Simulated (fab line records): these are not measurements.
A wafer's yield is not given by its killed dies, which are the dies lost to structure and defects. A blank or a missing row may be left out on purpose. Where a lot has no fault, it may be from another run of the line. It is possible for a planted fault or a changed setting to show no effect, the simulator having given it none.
What tool caused it? + flow gf180mcu + 72 wafers from 24 lots sampled at 6 of the route's 602 steps

== WHAT EACH GAUGE READ, for each wafer ==
GF_CONTACT_OVL_MEAS_15. Usual: CONTACT_OVL typically reads 1 nm, with standard deviation 4.8.
| lot  | measured     | on         | CONTACT_OVL (nm) | flag |
|------|--------------|------------|------------------|------|
| L074 | day 16 07:24 | overlay-01 | 5 -4 -5          |      |
| L075 | day 16 10:38 | overlay-02 | 1 -4 0           |      |
| L076 | day 17 01:22 | overlay-02 | -8 2 1           |      |
| L077 | day 17 06:21 | overlay-02 | 2 3 5            |      |
| L078 | day 17 15:59 | overlay-01 | -3 0 2           |      |
| L079 | day 18 02:47 | overlay-02 | -3 -5 -7         |      |
| L080 | day 18 11:02 | overlay-01 | 4 -2 5           |      |
| L081 | day 18 21:14 | overlay-02 | 1 -2 3           |      |
| L082 | day 19 06:48 | overlay-01 | -5 0 -1          |      |
| L083 | day 19 12:20 | overlay-01 | -3 8 0           |      |
| L084 | day 20 02:35 | overlay-01 | -3 -5 -3         |      |
| L085 | day 20 07:05 | overlay-02 | 5 11 4           |      |
| L086 | day 20 17:29 | overlay-01 | 6 11 12          |      |
| L087 | day 21 00:14 | overlay-02 | 8 15 8           |      |
| L088 | day 21 08:14 | overlay-02 | -6 4 6           |      |
| L089 | day 21 18:48 | overlay-01 | -8 -1 2          |      |
| L090 | day 22 00:39 | overlay-01 | -1 1 0           |      |
| L091 | day 22 07:29 | overlay-02 | 3 -4 -5          |      |
| L092 | day 22 18:43 | overlay-01 | 6 2 4            |      |
| L093 | day 23 00:21 | overlay-01 | -5 0 -6          |      |
| L094 | day 23 09:29 | overlay-02 | 0 5 5            |      |
| L095 | day 23 15:50 | overlay-02 | -5 0 -3          |      |
| L096 | day 24 01:59 | overlay-01 | 1 -2 7           |      |
| L097 | day 24 07:30 | overlay-02 | 2 -2 -1          |      |

GF_M1_THK_MEAS_06: measures by xrf. Usual: M1_ALCU_THK typically reads 449 nm, with standard deviation 5.1.
| lot  | measured     | on            | M1_ALCU_THK (nm) | flag |
|------|--------------|---------------|------------------|------|
| L074 | day 16 08:56 | film metro-01 | 454 458 451      |      |
| L075 | day 16 12:10 | film metro-02 | 452 450 448      |      |
| L076 | day 17 02:55 | film metro-01 | 451 445 449      |      |
| L077 | day 17 07:53 | film metro-01 | 446 447 447      |      |
| L078 | day 17 17:31 | film metro-02 | 456 447 451      |      |
| L079 | day 18 04:19 | film metro-01 | 450 448 446      |      |
| L080 | day 18 12:34 | film metro-04 | 454 455 454      |      |
| L081 | day 18 22:46 | film metro-02 | 445 442 447      |      |
| L082 | day 19 08:35 | film metro-04 | 453 447 446      |      |
| L083 | day 19 13:52 | film metro-02 | 441 440 442      |      |
| L084 | day 20 04:07 | film metro-01 | 451 446 446      |      |
| L085 | day 20 08:58 | film metro-04 | 453 448 450      |      |
| L086 | day 20 19:00 | film metro-01 | 451 450 450      |      |
| L087 | day 21 01:53 | film metro-04 | 447 456 451      |      |
| L088 | day 21 09:54 | film metro-01 | 445 452 448      |      |
| L089 | day 21 20:26 | film metro-01 | 447 443 444      |      |
| L090 | day 22 02:17 | film metro-04 | 461 462 465      |      |
| L091 | day 22 09:07 | film metro-02 | 441 443 443      |      |
| L092 | day 22 20:20 | film metro-02 | 449 455 447      |      |
| L093 | day 23 01:52 | film metro-02 | 453 446 447      |      |
| L094 | day 23 11:07 | film metro-01 | 456 455 451      |      |
| L095 | day 23 17:31 | film metro-01 | 444 446 445      |      |
| L096 | day 24 03:36 | film metro-02 | 439 445 442      |      |
| L097 | day 24 09:02 | film metro-02 | 458 457 455      |      |

GF_M1_OVL_MEAS_15. Usual: M1_OVL typically reads 5 nm, with standard deviation 6.7.
| lot  | measured     | on         | M1_OVL (nm) | flag |
|------|--------------|------------|-------------|------|
| L074 | day 17 07:28 | overlay-02 | -6 -5 -3    |      |
| L075 | day 17 10:32 | overlay-02 | -4 2 2      |      |
| L076 | day 18 02:17 | overlay-01 | 2 2 -1      |      |
| L077 | day 18 06:38 | overlay-01 | 0 3 3       |      |
| L078 | day 18 17:13 | overlay-02 | 8 13 13     |      |
| L079 | day 19 04:48 | overlay-02 | -2 3 2      |      |
| L080 | day 19 12:37 | overlay-02 | 2 11 3      |      |
| L081 | day 19 23:30 | overlay-02 | 5 4 -1      |      |
| L082 | day 20 09:09 | overlay-02 | 5 0 3       |      |
| L083 | day 20 13:59 | overlay-01 | 17 5 10     |      |
| L084 | day 21 04:29 | overlay-01 | -4 -3 0     |      |
| L085 | day 21 09:13 | overlay-01 | 9 9 10      |      |
| L086 | day 21 19:14 | overlay-01 | 13 10 9     |      |
| L087 | day 22 01:22 | overlay-02 | 8 9 5       |      |
| L088 | day 22 09:11 | overlay-02 | 0 13 1      |      |
| L089 | day 22 19:37 | overlay-02 | 3 -3 7      |      |
| L090 | day 23 01:11 | overlay-01 | 18 11 11    |      |
| L091 | day 23 07:46 | overlay-02 | 7 10 6      |      |
| L092 | day 23 18:59 | overlay-02 | 12 9 14     |      |
| L093 | day 24 00:38 | overlay-01 | 14 14 12    |      |
| L094 | day 24 09:26 | overlay-01 | -4 -5 -6    |      |
| L095 | day 24 15:55 | overlay-01 | 4 3 0       |      |
| L096 | day 25 01:41 | overlay-01 | -1 -7 -6    |      |
| L097 | day 25 06:17 | overlay-01 | 22 17 22    |      |

GF_M2_RS_MEAS_05: the measuring method here is four-point-probe. Usual: M2_ALCU_RS typically reads 0.0693 ohm/sq, with standard deviation 0.00074.
| lot  | measured     | on            | M2_ALCU_RS (ohm/sq)  | flag |
|------|--------------|---------------|----------------------|------|
| L074 | day 18 09:13 | film metro-03 | 0.0688 0.0690 0.0700 |      |
| L075 | day 18 13:01 | film metro-03 | 0.0694 0.0684 0.0693 |      |
| L076 | day 19 05:46 | film metro-03 | 0.0683 0.0692 0.0689 |      |
| L077 | day 19 09:57 | film metro-01 | 0.0682 0.0689 0.0681 |      |
| L078 | day 19 21:21 | film metro-03 | 0.0697 0.0704 0.0700 |      |
| L079 | day 20 08:33 | film metro-01 | 0.0693 0.0689 0.0702 |      |
| L080 | day 20 16:00 | film metro-01 | 0.0682 0.0683 0.0680 |      |
| L081 | day 21 02:57 | film metro-01 | 0.0695 0.0688 0.0699 |      |
| L082 | day 21 12:32 | film metro-01 | 0.0685 0.0695 0.0695 |      |
| L083 | day 21 17:45 | film metro-04 | 0.0690 0.0699 0.0683 |      |
| L084 | day 22 07:34 | film metro-03 | 0.0715 0.0699 0.0706 |      |
| L085 | day 22 11:44 | film metro-01 | 0.0698 0.0684 0.0684 |      |
| L086 | day 22 21:47 | film metro-01 | 0.0690 0.0710 0.0697 |      |
| L087 | day 23 04:10 | film metro-04 | 0.0690 0.0703 0.0689 |      |
| L088 | day 23 11:16 | film metro-03 | 0.0693 0.0697 0.0696 |      |
| L089 | day 23 21:31 | film metro-04 | 0.0683 0.0695 0.0683 |      |
| L090 | day 24 03:01 | film metro-03 | 0.0695 0.0695 0.0693 |      |
| L091 | day 24 10:05 | film metro-03 | 0.0697 0.0690 0.0702 |      |
| L092 | day 24 20:14 | film metro-01 | 0.0712 0.0692 0.0690 |      |
| L093 | day 25 02:04 | film metro-03 | 0.0697 0.0694 0.0702 |      |
| L094 | day 25 10:14 | film metro-04 | 0.0699 0.0688 0.0700 |      |
| L095 | day 25 16:47 | film metro-01 | 0.0704 0.0700 0.0693 |      |
| L096 | day 26 02:15 | film metro-01 | 0.0687 0.0700 0.0687 |      |
| L097 | day 26 06:05 | film metro-03 | 0.0688 0.0691 0.0687 |      |

== WHAT TOOL EACH LOT RAN ON (gives the tool, then ch and the chambers of the sampled wafers, and finally the start) ==
| lot  | GF_VT_IMPLANT_STRIP_09               | GF_CONTACT_CVD_24             |
|------|--------------------------------------|-------------------------------|
| L074 | plasma asher-02 ch 0,1, day 5 16:02  | cvd w-02 ch 0,1, day 16 08:02 |
| L075 | plasma asher-04 ch 0,1, day 5 22:02  | cvd w-01 ch 0,1, day 16 11:14 |
| L076 | plasma asher-02 ch 0,1, day 6 05:41  | cvd w-01 ch 0,1, day 17 02:00 |
| L077 | plasma asher-02 ch 0,1, day 6 10:11  | cvd w-01 ch 0,1, day 17 06:58 |
| L078 | plasma asher-02 ch 0,1, day 6 15:59  | cvd w-01 ch 0,1, day 17 16:35 |
| L079 | plasma asher-03 ch 0,1, day 6 23:23  | cvd w-01 ch 0,1, day 18 03:23 |
| L080 | plasma asher-02 ch 0,1, day 7 04:32  | cvd w-02 ch 0,1, day 18 11:38 |
| L081 | plasma asher-03 ch 1, day 7 10:19    | cvd w-01 ch 0,1, day 18 21:50 |
| L082 | plasma asher-02 ch 0,1, day 7 17:35  | cvd w-02 ch 0,1, day 19 07:25 |
| L083 | plasma asher-02 ch 0,1, day 8 01:23  | cvd w-02 ch 0,1, day 19 12:56 |
| L084 | plasma asher-02 ch 0,1, day 8 07:04  | cvd w-02 ch 0,1, day 20 03:11 |
| L085 | plasma asher-03 ch 0,1, day 8 12:49  | cvd w-02 ch 0,1, day 20 07:42 |
| L086 | plasma asher-03 ch 0,1, day 8 17:44  | cvd w-01 ch 0,1, day 20 18:05 |
| L087 | plasma asher-04 ch 0,1, day 9 00:04  | cvd w-02 ch 0,1, day 21 00:58 |
| L088 | plasma asher-03 ch 1, day 9 06:32    | cvd w-01 ch 0,1, day 21 08:58 |
| L089 | plasma asher-04 ch 0,1, day 9 13:53  | cvd w-01 ch 0,1, day 21 19:32 |
| L090 | plasma asher-02 ch 0,1, day 9 19:58  | cvd w-02 ch 0,1, day 22 01:23 |
| L091 | plasma asher-03 ch 0,1, day 10 00:26 | cvd w-01 ch 0,1, day 22 08:11 |
| L092 | plasma asher-03 ch 0, day 10 09:20   | cvd w-01 ch 0,1, day 22 19:24 |
| L093 | plasma asher-02 ch 0,1, day 10 14:25 | cvd w-02 ch 0,1, day 23 00:57 |
| L094 | plasma asher-03 ch 0,1, day 10 20:25 | cvd w-02 ch 1, day 23 10:11   |
| L095 | plasma asher-04 ch 0,1, day 11 02:07 | cvd w-02 ch 0,1, day 23 16:32 |
| L096 | plasma asher-04 ch 0,1, day 11 09:25 | cvd w-02 ch 0,1, day 24 02:40 |
| L097 | plasma asher-02 ch 0,1, day 11 12:50 | cvd w-02 ch 0,1, day 24 08:07 |
- GF_VT_IMPLANT_STRIP_09: strips in O2/N2.
- GF_CONTACT_CVD_24: deposits W, target thk 300 nm, time 90.339 s.

== AS READ BY THE TOOLS THEMSELVES (means over the sampled wafers that have a number; for cases with no such wafer, the mark the record gives instead) ==
GF_VT_IMPLANT_STRIP_09. Usual: chamber pressure mTorr 1500.0 mTorr, standard deviation 1.4; drypump motor current A 5.6 A, standard deviation 0.5; heater power w 348 W, standard deviation 32; oes product au 0.716 a.u., standard deviation 0.0047; strip time to endpoint s 12.73 s, standard deviation 0.038.
| lot  | tool            | chamber pressure mTorr (mTorr) | drypump motor current A (A) | heater power w (W) | oes product au (a.u.) | strip time to endpoint s (s) | flag |
|------|-----------------|--------------------------------|-----------------------------|--------------------|-----------------------|------------------------------|------|
| L074 | plasma asher-02 | 1501.3                         | 5.3                         | 358                | 0.712                 | 12.74                        |      |
| L075 | plasma asher-04 | 1499.5                         | 5.4                         | 307                | 0.715                 | 12.74                        |      |
| L076 | plasma asher-02 | 1500.9                         | 5.3                         | 353                | 0.715                 | 12.70                        |      |
| L077 | plasma asher-02 | 1500.0                         | 5.3                         | 356                | 0.720                 | 12.72                        |      |
| L078 | plasma asher-02 | 1499.3                         | 5.3                         | 353                | 0.716                 | 12.66                        |      |
| L079 | plasma asher-03 | 1501.3                         | 6.0                         | 361                | 0.716                 | 12.71                        |      |
| L080 | plasma asher-02 | 1500.0                         | 5.6                         | 349                | 0.720                 | 12.74                        |      |
| L081 | plasma asher-03 | 1500.2                         | 6.2                         | 394                | 0.712                 | 12.73                        |      |
| L082 | plasma asher-02 | 1499.7                         | 5.3                         | 346                | 0.714                 | 12.71                        |      |
| L083 | plasma asher-02 | 1501.7                         | 5.6                         | 349                | 0.714                 | 12.74                        |      |
| L084 | plasma asher-02 | 1499.4                         | 5.6                         | 354                | 0.718                 | 12.64                        |      |
| L085 | plasma asher-03 | 1499.4                         | 5.9                         | 361                | 0.709                 | 12.71                        |      |
| L086 | plasma asher-03 | 1500.3                         | 6.0                         | 379                | 0.715                 | 12.76                        |      |
| L087 | plasma asher-04 | 1500.0                         | 5.4                         | 309                | 0.714                 | 12.72                        |      |
| L088 | plasma asher-03 | 1499.1                         | 6.2                         | 396                | 0.712                 | 12.76                        |      |
| L089 | plasma asher-04 | 1500.7                         | 5.6                         | 296                | 0.716                 | 12.78                        |      |
| L090 | plasma asher-02 | 1500.8                         | 5.3                         | 353                | 0.714                 | 12.77                        |      |
| L091 | plasma asher-03 | 1500.2                         | 5.9                         | 359                | 0.721                 | 12.76                        |      |
| L092 | plasma asher-03 | 1500.1                         | 5.7                         | 342                | 0.715                 | 12.78                        |      |
| L093 | plasma asher-02 | 1499.6                         | 5.3                         | 352                | 0.714                 | 12.78                        |      |
| L094 | plasma asher-03 | 1500.1                         | 6.1                         | 381                | 0.714                 | 12.77                        |      |
| L095 | plasma asher-04 | 1499.6                         | 5.6                         | 300                | 0.716                 | 12.73                        |      |
| L096 | plasma asher-04 | 1499.8                         | 5.6                         | 294                | 0.714                 | 12.73                        |      |
| L097 | plasma asher-02 | 1498.4                         | 5.3                         | 356                | 0.714                 | 12.76                        |      |

GF_CONTACT_CVD_24. Usual: chamber pressure Torr 39.99 Torr, standard deviation 0.08; heater power w 883 W, standard deviation 120.
| lot  | tool     | chamber pressure Torr (Torr) | heater power w (W) | flag |
|------|----------|------------------------------|--------------------|------|
| L074 | cvd w-02 | 39.89                        | 1046               |      |
| L075 | cvd w-01 | 39.97                        | 816                |      |
| L076 | cvd w-01 | 40.00                        | 814                |      |
| L077 | cvd w-01 | 40.02                        | 809                |      |
| L078 | cvd w-01 | 40.03                        | 821                |      |
| L079 | cvd w-01 | 39.89                        | 810                |      |
| L080 | cvd w-02 | 40.03                        | 995                |      |
| L081 | cvd w-01 | 40.03                        | 818                |      |
| L082 | cvd w-02 | 40.02                        | 984                |      |
| L083 | cvd w-02 | 39.96                        | 939                |      |
| L084 | cvd w-02 | 40.03                        | 988                |      |
| L085 | cvd w-02 | 39.98                        | 933                |      |
| L086 | cvd w-01 | 39.96                        | 756                |      |
| L087 | cvd w-02 | 40.03                        | 939                |      |
| L088 | cvd w-01 | 39.98                        | 764                |      |
| L089 | cvd w-01 | 40.07                        | 749                |      |
| L090 | cvd w-02 | 39.97                        | 936                |      |
| L091 | cvd w-01 | 39.93                        | 749                |      |
| L092 | cvd w-01 | 40.02                        | 799                |      |
| L093 | cvd w-02 | 40.00                        | 989                |      |
| L094 | cvd w-02 | 39.99                        | 891                |      |
| L095 | cvd w-02 | 39.98                        | 989                |      |
| L096 | cvd w-02 | 40.01                        | 993                |      |
| L097 | cvd w-02 | 39.99                        | 940                |      |

== THE ANSWER, worked out from the rows above alone ==
Rule: a lot is off if the mean of its wafers that have a number lies more than 3 standard deviations from the usual mean. Also off: a lot with no number at a reading for which 4 or more lots have one. The other lots that the step has rows for count as sound. First the gauges in route order, then the tools' own readings, where a lot's mean is used as printed above. At the first step where some lot is off, the reading lying furthest off is the one used; lots without a number count as furthest.
No lot is off at any reading shown: from this, nothing can be told.

== WHAT HAD BEEN PUT IN BY THE SIMULATOR ==
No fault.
